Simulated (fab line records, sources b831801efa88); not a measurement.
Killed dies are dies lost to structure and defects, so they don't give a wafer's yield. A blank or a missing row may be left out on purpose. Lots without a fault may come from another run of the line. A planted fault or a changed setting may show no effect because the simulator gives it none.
fab line records | flow sky130
record lots=10 wafers=30 last_day=50
route steps=708 shown VT_ADJUST_PCH@153 SONOS_TUNNEL@162 SONOS_ONO@173 POLY_GATE@217 POLY_CUT@318 PAD_OPEN@708
lots that met no fault: from a run of the same line without faults
start_h: hours from the record's first day to the start of the lot's first wafer shown | wait_h: hours since the lot's step before | " the same as in the row above | L1.1+2: a row that stands for several wafers | - no value, or no start given | * or withheld: withheld | < > ~ a bound
route shown NAME@n: a module of which the file shows steps, and the number in the route of the first | usual: mean/standard deviation of fault-free wafers | same: alike in all rows | chamber/n: place in a boat | sites: the reading at each site | _std_site: their standard deviation | _edge_site: outer sites' mean less inner sites' | radius_mm: how far each site lies from the wafer's centre | mask NAME#n: copy n | behind: the tool/chamber that last shaped the wafer | hold: why the lot was held/for how many hours/how that ended | device: the transistor (n, p or np) that didn't switch | end of line: the same wafers' tests at the end of the route | a step without rows: its recipe alone | killed: dies lost to structure and defects at the first sort, not the wafer's yield | map: a wafer's dies, x killed, . not, _ none there
set.NAME: the setting as run; set.NAME@STEP: as run at that earlier step | model.NAME: the simulator's own value behind a step, which no gauge read
steps of the route over a sample of lots; a table a step, a row a wafer
services: from which hour (start_h, from the record's first day; less than 0 if before it) a tool's chamber was out of use, for how many hours, and why
## steps
# step SKY_VT_ADJUST_PCH_TW_MEAS_10
# usual VT_ADJUST_PCH_TW=143.0/0.69
# columns lot.wafer tool chamber start_h wait_h VT_ADJUST_PCH_TW
L959.2 film_metro-01 - 223.50 0.1 141.9
L959.4 " - " " 142.1
L959.5 " - " " 142.5
L964.1 film_metro-01 - 269.36 0.1 142.9
L964.3 " - " " 144.1
L964.4 " - " " 143.5
L972.1 film_metro-04 - 331.54 0.1 142.7
L972.2 " - " " 143.1
L972.4 " - " " 143.3
L974.1 film_metro-03 - 338.64 0.1 142.8
L974.3 " - " " 142.9
L974.6 " - " " 143.9
L975.1 film_metro-01 - 342.14 0.1 143.1
L975.2 " - " " 142.7
L975.5 " - " " 144.0
L976.2 film_metro-03 - 357.35 0.1 143.3
L976.4 " - " " 143.5
L976.5 " - " " 143.2
L978.1 film_metro-01 - 384.74 0.1 142.3
L978.4 " - " " 142.9
L978.5 " - " " 142.6
L979.3 film_metro-01 - 385.56 0.1 142.0
L979.4 " - " " 143.4
L979.6 " - " " 142.4
L980.1 film_metro-03 - 391.04 0.1 143.3
L980.2 " - " " 142.7
L980.3 " - " " 143.1
L981.2 film_metro-04 - 399.20 0.1 143.6
L981.3 " - " " 143.4
L981.4 " - " " 143.3
# step SKY_SONOS_TUNNEL_OVL_MEAS_08
# usual SONOS_TUNNEL_OVL=1.0/1.3
# columns lot.wafer tool chamber start_h wait_h SONOS_TUNNEL_OVL[nm]
L959.2 overlay-01 - 246.79 0.1 1.1
L959.4 " - " " 1.1
L959.5 " - " " 1.7
L964.1 overlay-01 - 293.57 0.1 2.1
L964.3 " - " " 1.3
L964.4 " - " " 2.5
L972.1 overlay-02 - 358.07 0.1 1.8
L972.2 " - " " 1.4
L972.4 " - " " 0.6
L974.1 overlay-02 - 366.18 0.1 -0.2
L974.3 " - " " 0.3
L974.6 " - " " 2.1
L975.1 overlay-02 - 369.37 0.1 1.6
L975.2 " - " " 1.0
L975.5 " - " " 2.9
L976.2 overlay-02 - 385.68 0.1 1.0
L976.4 " - " " 0.0
L976.5 " - " " 0.4
L978.1 overlay-01 - 414.33 0.1 -0.4
L978.4 " - " " -0.1
L978.5 " - " " -1.7
L979.3 overlay-02 - 415.18 0.1 0.0
L979.4 " - " " 0.1
L979.6 " - " " -1.5
L980.1 overlay-01 - 420.62 0.1 1.6
L980.2 " - " " 2.4
L980.3 " - " " 2.7
L981.2 overlay-01 - 429.48 0.1 3.0
L981.3 " - " " 3.4
L981.4 " - " " 1.8
# step SKY_SONOS_ONO_THK_MEAS_05
# recipe reads=SiO2_of_SONOS_ONO_CVD_04
# usual SONOS_ONO_CVD_04_THK=5.74/0.1
# columns lot.wafer tool chamber start_h wait_h SONOS_ONO_CVD_04_THK[nm]
L959.2 film_metro-02 - 254.02 0.0 5.81
L959.4 " - " " 5.78
L959.5 " - " " 5.75
L964.1 film_metro-04 - 298.49 0.0 5.53
L964.3 " - " " 5.54
L964.4 " - " " 5.59
L972.1 film_metro-02 - 364.49 0.0 5.71
L972.2 " - " " 5.79
L972.4 " - " " 5.71
L974.1 film_metro-02 - 371.38 0.0 5.74
L974.3 " - " " 5.84
L974.6 " - " " 5.76
L975.1 film_metro-02 - 374.17 0.0 5.75
L975.2 " - " " 5.70
L975.5 " - " " 5.74
L976.2 film_metro-02 - 393.57 0.0 5.85
L976.4 " - " " 5.78
L976.5 " - " " 5.85
L978.1 film_metro-04 - 419.24 0.0 5.57
L978.4 " - " " 5.60
L978.5 " - " " 5.68
L979.3 film_metro-03 - 422.56 0.0 5.64
L979.4 " - " " 5.62
L979.6 " - " " 5.67
L980.1 film_metro-03 - 427.94 0.0 5.78
L980.2 " - " " 5.70
L980.3 " - " " 5.73
L981.2 film_metro-03 - 434.39 0.0 5.99
L981.3 " - " " 5.81
L981.4 " - " " 5.86
# step SKY_POLY_GATE_CVD_03
# recipe material=Si3N4 precursor=DCS/NH3 target_thk_nm=75 temp_c=770 time_s=1290 pressure_mtorr=250
# usual spike_tc_bottom_C=789.4/2.5 spike_tc_centre_C=771.6/1.3 spike_tc_lower_C=770.3/1.1 spike_tc_top_C=784.1/1.4 zone_power_bottom_pct=17.6/1.1 zone_power_lower_pct=10.70/0.22
# columns lot.wafer tool chamber start_h wait_h spike_tc_bottom_C spike_tc_centre_C spike_tc_lower_C spike_tc_top_C zone_power_bottom_pct zone_power_lower_pct
L959.2 lpcvd-02 0 333.66 0.0 787.2 770.0 770.0 783.2 16.8 10.72
L959.4 " 0 " " 787.4 771.4 769.7 782.6 16.6 10.51
L959.5 " 0 " " 787.7 769.9 768.8 783.5 16.6 10.40
L964.1 lpcvd-02 1 389.22 0.7 797.1 777.0 732.9 785.0 23.2 2.08
L964.3 " 1 " " 798.2 776.4 731.6 784.0 22.6 2.18
L964.4 " 1 " " 799.3 776.8 735.0 786.0 22.6 2.15
L972.1 lpcvd-02 0 462.76 0.0 786.9 771.3 768.5 783.1 16.8 10.53
L972.2 " 0 " " 787.4 770.7 772.4 782.3 16.9 10.65
L972.4 " 0 " " 787.6 769.8 767.6 783.3 16.9 10.72
L974.1 lpcvd-02 0 467.92 0.4 787.8 771.9 771.1 782.5 16.8 10.67
L974.3 " 0 " " 788.0 770.6 768.9 783.8 16.6 10.80
L974.6 " 0 " " 786.1 770.7 770.1 783.3 16.7 10.60
L975.1 lpcvd-02 0 476.23 6.5 789.3 770.0 769.0 783.0 16.7 10.78
L975.2 " 0 " " 788.0 770.3 771.9 782.8 16.5 10.65
L975.5 " 0 " " 788.6 772.1 770.0 784.0 16.5 10.59
L976.2 lpcvd-02 1 492.36 0.0 791.8 774.5 770.7 786.4 18.8 11.04
L976.4 " 1 " " 792.1 773.2 770.7 784.1 19.4 10.96
L976.5 " 1 " " 791.9 771.4 770.7 787.2 18.9 10.97
L978.1 lpcvd-02 0 517.84 1.3 786.8 772.1 769.2 783.0 16.8 10.71
L978.4 " 0 " " 785.7 772.4 771.2 782.1 16.9 10.52
L978.5 " 0 " " 787.2 771.8 768.4 783.7 16.9 10.37
L979.3 lpcvd-02 1 521.69 3.7 792.8 771.0 769.2 785.5 19.0 10.80
L979.4 " 1 " " 793.8 773.4 768.0 785.2 18.8 10.99
L979.6 " 1 " " 791.8 771.6 770.2 786.1 19.1 10.97
L980.1 lpcvd-02 1 527.01 0.0 791.8 771.5 769.1 784.4 19.0 11.04
L980.2 " 1 " " 793.0 771.0 769.5 785.4 19.3 11.00
L980.3 " 1 " " 793.4 774.4 769.9 785.5 18.9 11.00
L981.2 lpcvd-02 0 533.56 0.0 788.5 770.1 771.2 781.9 16.4 10.61
L981.3 " 0 " " 786.7 770.2 771.0 784.4 17.0 10.55
L981.4 " 0 " " 788.6 771.5 770.0 784.2 16.7 10.57
# step SKY_POLY_GATE_THK_MEAS_04
# recipe reads=Si3N4_of_POLY_GATE_CVD_03
# usual POLY_GATE_CVD_03_THK=74.9/0.68
# columns lot.wafer tool chamber start_h wait_h POLY_GATE_CVD_03_THK[nm]
L959.2 film_metro-03 - 335.03 0.0 75.0
L959.4 " - " " 75.0
L959.5 " - " " 75.5
L964.1 film_metro-03 - 390.58 0.0 57.1
L964.3 " - " " 54.5
L964.4 " - " " 54.8
L972.1 film_metro-04 - 464.12 0.0 75.3
L972.2 " - " " 75.7
L972.4 " - " " 74.6
L974.1 film_metro-04 - 469.28 0.0 74.8
L974.3 " - " " 74.8
L974.6 " - " " 74.8
L975.1 film_metro-01 - 477.59 0.0 74.2
L975.2 " - " " 73.3
L975.5 " - " " 74.1
L976.2 film_metro-03 - 495.43 0.0 75.3
L976.4 " - " " 74.4
L976.5 " - " " 73.8
L978.1 film_metro-01 - 519.88 0.0 73.9
L978.4 " - " " 74.8
L978.5 " - " " 74.5
L979.3 film_metro-03 - 523.75 0.0 75.3
L979.4 " - " " 74.7
L979.6 " - " " 75.3
L980.1 film_metro-01 - 529.05 0.0 75.5
L980.2 " - " " 75.4
L980.3 " - " " 75.1
L981.2 film_metro-03 - 535.61 0.0 74.3
L981.3 " - " " 74.5
L981.4 " - " " 74.4
# step SKY_POLY_GATE_ETCH_16
# recipe stop_on=poly-Si chemistry=CH3F/O2 target=Si3N4 source_w=400 bias_w=80 pressure_mtorr=25 ch3f_flow_sccm=40 O2_flow_sccm=30 time_s=147.5 target_depth_a=750
# usual O2_flow_sccm=30.00/0.078 bias_w=79.99/0.24 drypump_motor_current_A=5.6/0.54 oes_product_au=0.640/0.0055 throttle_valve_pct=10.535/0.0091
# columns lot.wafer tool chamber start_h wait_h O2_flow_sccm bias_w drypump_motor_current_A oes_product_au rf_hours_counter_h throttle_valve_pct
L959.2 rie_diel-04 1 362.09 0.0 30.08 79.59 5.3 0.636 65 10.544
L959.4 " 2 " " 30.00 79.81 5.6 0.634 94 10.533
L959.5 " 0 " " 29.96 79.78 6.2 0.641 - 10.540
L964.1 rie_diel-01 2 420.60 0.0 29.97 80.23 5.2 0.574 18 10.529
L964.3 " 0 " " 29.94 80.12 5.9 0.566 13 10.522
L964.4 " 1 " " 30.00 80.43 6.6 0.571 72 10.522
L972.1 rie_diel-04 1 495.90 0.0 29.93 79.58 5.2 0.641 67 10.538
L972.2 " 0 " " 30.04 80.21 6.2 0.645 6 10.531
L972.4 " 0 " " 30.12 80.15 6.2 0.652 - 10.540
L974.1 rie_diel-03 1 500.69 0.0 29.90 79.77 6.0 0.635 2 10.537
L974.3 " 3 " " 29.92 80.17 4.7 0.638 8 10.522
L974.6 " 0 " " 29.96 80.15 4.9 0.625 - 10.544
L975.1 rie_diel-03 0 508.39 0.0 29.97 80.06 4.9 0.630 59 10.541
L975.2 " 1 " " 30.17 80.02 6.0 0.633 2 10.526
L975.5 " 0 " " 29.99 79.99 4.9 0.649 - 10.539
L976.2 rie_diel-04 0 525.99 0.0 29.98 79.57 6.2 0.648 6 10.531
L976.4 " 2 " " 30.05 80.44 5.7 0.640 0 10.550
L976.5 " 1 " " 29.97 79.79 5.3 0.640 - 10.528
L978.1 rie_diel-04 2 549.79 0.0 29.98 80.15 5.6 0.644 1 10.544
L978.4 " 3 " " 30.06 79.97 5.6 0.637 6 10.553
L978.5 " 0 " " 30.01 80.23 6.2 0.637 - 10.540
L979.3 rie_diel-03 0 554.34 0.0 29.98 79.69 4.9 0.640 60 10.530
L979.4 " 2 " " 30.02 79.71 5.7 0.629 13 10.531
L979.6 " 3 " " 30.04 79.72 4.7 0.638 - 10.558
L980.1 rie_diel-04 2 559.14 0.0 30.10 80.14 5.6 0.643 1 10.530
L980.2 " 3 " " 30.08 80.26 5.6 0.640 6 10.535
L980.3 " 1 " " 29.95 79.94 5.2 0.638 69 10.523
L981.2 rie_diel-03 3 565.19 0.0 30.00 80.25 4.7 0.630 10 10.533
L981.3 " 0 " " 30.06 80.42 5.0 0.643 61 10.515
L981.4 " 1 " " 29.93 79.87 6.0 0.637 4 10.539
# step SKY_POLY_CUT_ETCH_11
# recipe target=Si3N4 chemistry=CF4/CH2F2/Ar stop_on=poly-Si source_w=600 bias_w=150 pressure_mtorr=40 cf4_flow_sccm=40 ch2f2_flow_sccm=20 Ar_flow_sccm=150 time_s=42.5 target_depth_a=600
# usual bias_w=150.0/0.42 drypump_motor_current_A=5.6/0.44 oes_product_au=0.829/0.0063 throttle_valve_pct=14.994/0.0095
# columns lot.wafer tool chamber start_h wait_h bias_w drypump_motor_current_A oes_product_au rf_hours_counter_h throttle_valve_pct
L959.2 rie_diel-03 1 552.40 0.0 150.3 6.0 0.821 3 15.014
L959.4 " 2 " " 150.3 5.7 0.833 13 14.992
L959.5 " 1 " " 150.3 6.0 0.834 - 14.997
L964.1 rie_diel-04 1 610.80 0.0 149.3 5.2 0.722 70 14.980
L964.3 " 3 " " 150.3 5.6 0.710 7 14.974
L964.4 " 2 " " 150.4 5.6 0.700 2 14.980
L972.1 rie_diel-04 2 678.31 0.0 150.3 5.7 0.838 4 14.985
L972.2 " 1 " " 150.1 5.3 0.842 1 14.995
L972.4 " 0 " " 150.1 6.2 0.831 10 14.996
L974.1 rie_diel-03 3 682.70 0.0 150.7 4.6 0.839 12 14.983
L974.3 " 2 " " 150.4 5.7 0.819 16 14.997
L974.6 " 3 " " 149.8 4.7 0.826 - 14.982
L975.1 rie_diel-03 2 689.35 0.0 149.8 5.6 0.830 16 14.999
L975.2 " 1 " " 149.2 6.0 0.819 6 14.986
L975.5 " 1 " " 149.3 6.0 0.824 - 14.994
L976.2 rie_diel-02 0 704.90 0.0 149.6 5.2 0.832 14 15.004
L976.4 " 2 " " 149.9 5.5 0.827 17 15.000
L976.5 " 3 " " 150.5 6.2 0.821 - 14.997
L978.1 rie_diel-02 3 727.50 0.0 150.1 6.2 0.825 3 14.984
L978.4 " 2 " " 150.6 5.5 0.823 18 14.980
L978.5 " 2 " " 149.8 5.5 0.829 - 14.995
L979.3 rie_diel-03 1 733.00 0.0 149.7 6.0 0.825 7 14.981
L979.4 " 0 " " 149.5 4.9 0.819 1 14.995
L979.6 " 1 " " 149.0 6.0 0.834 - 15.007
L980.1 rie_diel-04 0 736.65 0.0 149.4 6.2 0.835 11 14.993
L980.2 " 3 " " 150.0 5.6 0.836 10 14.987
L980.3 " 2 " " 150.1 5.6 0.832 5 15.000
L981.2 rie_diel-04 3 744.00 0.0 150.2 5.6 0.822 10 14.991
L981.3 " 1 " " 149.7 5.2 0.834 3 14.995
L981.4 " 2 " " 149.6 5.6 0.831 6 15.009
# step SKY_PAD_OPEN_PROBE_99
# usual killed_at_M0_to_M3=43/6.7 killed_at_M4_up=3.2/1.8 killed_at_contacts=25/5.2 killed_at_front_end=15/4.4 killed_at_other=0.2/0.4 killed_dies=87/9.3 killed_open=48/7.1 killed_short=39/6
# same gross_dies=492 killed_at_back_side=0
# columns lot.wafer tool chamber start_h wait_h killed_at_M0_to_M3 killed_at_M4_up killed_at_contacts killed_at_front_end killed_at_other killed_dies killed_open killed_short
L972.1 prober-01 - 1158.45 0.1 47 3 23 22 0 95 54 41
L972.2 prober-01 - 1158.50 0.1 37 2 31 27 0 97 60 37
L972.4 prober-01 - 1158.60 0.2 50 4 21 21 1 97 48 49
# killed by level:class
L972.1 VIA1:geometric_particle:open=14 LI_CONTACT:geometric_particle:open=9 VIA1:geometric_particle:short=7 POLY_GATE:geometric_particle:short=6 CONTACT:geometric_particle:open=6 METAL2:geometric_particle:short=6 FIELD_ISO:geometric_particle:open=5 METAL1:geometric_particle:short=5
L972.2 CONTACT:geometric_particle:open=12 POLY_GATE:geometric_particle:open=8 VIA1:geometric_particle:open=8 FIELD_ISO:geometric_particle:open=7 VIA3:geometric_particle:open=7 LI_CONTACT:geometric_particle:open=7 VIA2:geometric_particle:open=7 FIELD_ISO:geometric_particle:short=6
L972.4 METAL2:geometric_particle:short=11 VIA2:geometric_particle:open=10 LI_CONTACT:geometric_particle:open=9 VIA1:geometric_particle:open=8 FIELD_ISO:geometric_particle:open=7 FIELD_ISO:geometric_particle:short=5 METAL1:geometric_particle:short=5 VIA1:geometric_particle:short=5
## services
# columns tool chamber start_h hours kind
rie_diel-04 3 317.84 44.0 repair
rie_diel-02 - 323.75 1.1 repair
rie_diel-04 2 353.16 7.1 repair
lpcvd-02 - 383.48 2.8 pm
rie_diel-02 - 399.66 0.9 repair
rie_diel-02 - 401.80 0.2 repair
rie_diel-03 2 403.01 19.1 repair
rie_diel-03 0 403.40 14.3 repair
rie_diel-04 - 406.97 14.6 pm
rie_diel-02 3 421.80 6.1 repair
rie_diel-03 2 449.35 12.2 repair
rie_diel-03 1 450.79 2.9 repair
rie_diel-02 2 460.41 3.6 repair
rie_diel-04 - 478.06 0.2 repair
rie_diel-04 - 494.12 0.5 repair
rie_diel-03 2 512.11 4.5 repair
rie_diel-03 - 589.47 1.8 repair
rie_diel-03 1 598.71 8.8 repair
rie_diel-04 - 607.64 2.8 pm
lpcvd-02 - 628.56 0.9 repair
rie_diel-04 0 628.92 2.9 repair
rie_diel-03 - 643.14 2.8 pm
rie_diel-03 - 658.90 15.6 pm
rie_diel-03 1 696.06 4.8 repair
## key
first_sign step=SKY_POLY_GATE_CVD_03 reading=zone_power_lower_pct direction=down sigmas=39 usual=10.70 struck=2.14
effect step=SKY_POLY_GATE_CVD_03 reading=spike_tc_lower_C direction=down sigmas=33 usual=770.3 struck=733.2
effect step=SKY_POLY_GATE_THK_MEAS_04 reading=POLY_GATE_CVD_03_THK direction=down sigmas=29 usual=74.9 struck=55.5
effect step=SKY_POLY_GATE_ETCH_16 reading=oes_product_au direction=down sigmas=13 usual=0.640 struck=0.570
effect step=SKY_POLY_CUT_ETCH_11 reading=oes_product_au direction=down sigmas=19 usual=0.829 struck=0.711
met_at SKY_POLY_GATE_CVD_03
struck_lots L964
struck_wafers L964.1,L964.3,L964.4
tester_left_out L964
not_acting_at SKY_VT_ADJUST_PCH_TW_MEAS_10,SKY_SONOS_TUNNEL_OVL_MEAS_08,SKY_SONOS_ONO_THK_MEAS_05
fault kind=process_parameter_drift tool=lpcvd-02 chamber=1 onset_h=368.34 steps=SKY_POLY_GATE_CVD_03 channel=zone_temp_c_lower offset=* shape=step end_h=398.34
# tester_left_out: of these lots the tester's yield and bins aren't shown, on N5 and GAA mostly nor the transistor test; their killed dies are dies lost to structure and defects alone, not to doping, threshold or leakage, so they don't give the yield
